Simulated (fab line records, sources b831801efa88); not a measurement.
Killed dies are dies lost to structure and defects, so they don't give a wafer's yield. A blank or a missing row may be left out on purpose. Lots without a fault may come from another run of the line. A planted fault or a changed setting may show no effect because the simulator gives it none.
Chamber matching | flow sky130 | SKY_POLY_GATE_ETCH_17 on rie_si-01: 4 sister chambers
The step etches poly-Si in HBr/Cl2, stops on SiO2, target depth 180 nm, time 70.5 s. 4 wafers are shown with their chamber, then 7 later ones without.

WAFERS WITH THEIR CHAMBER
wafer  | chamber | drypump_motor_current_A (A)
L941.2 | 3       | 6.8
L941.5 | 1       | 5.4
L940.1 | 2       | 6.3
L940.3 | 0       | 5.0

WAFERS WITHOUT THEIR CHAMBER
wafer  | drypump_motor_current_A (A)
L940.5 | 5.0
L946.2 | 6.4
L946.4 | 6.3
L946.5 | 5.5
L948.3 | 5.0
L948.5 | 6.3
L948.6 | 5.0

WHICH CHAMBER EACH WENT THROUGH
wafer  | from the rows above | in truth
L940.5 | 0                   | 0
L946.2 | 2                   | 2
L946.4 | 2                   | 2
L946.5 | 1                   | 1
L948.3 | 0                   | 0
L948.5 | 2                   | 2
L948.6 | 0                   | 0
Placed correctly: 7 of 7. Can't be placed from these rows: 0. Placed wrongly: 0.
How it was worked out, from the rows above alone: a wafer's distance from a chamber is the root of the sum, over the readings, of the square of ((its reading less the chamber's mean) divided by the reading's scatter). The wafer belongs to the nearest chamber; if the next one is less than 2 further off, it can't be placed. A chamber's mean is the mean of its shown wafers. The scatter: with one shown wafer a chamber, the root of the mean of the squares of how far each hidden wafer lies from its nearest shown one.
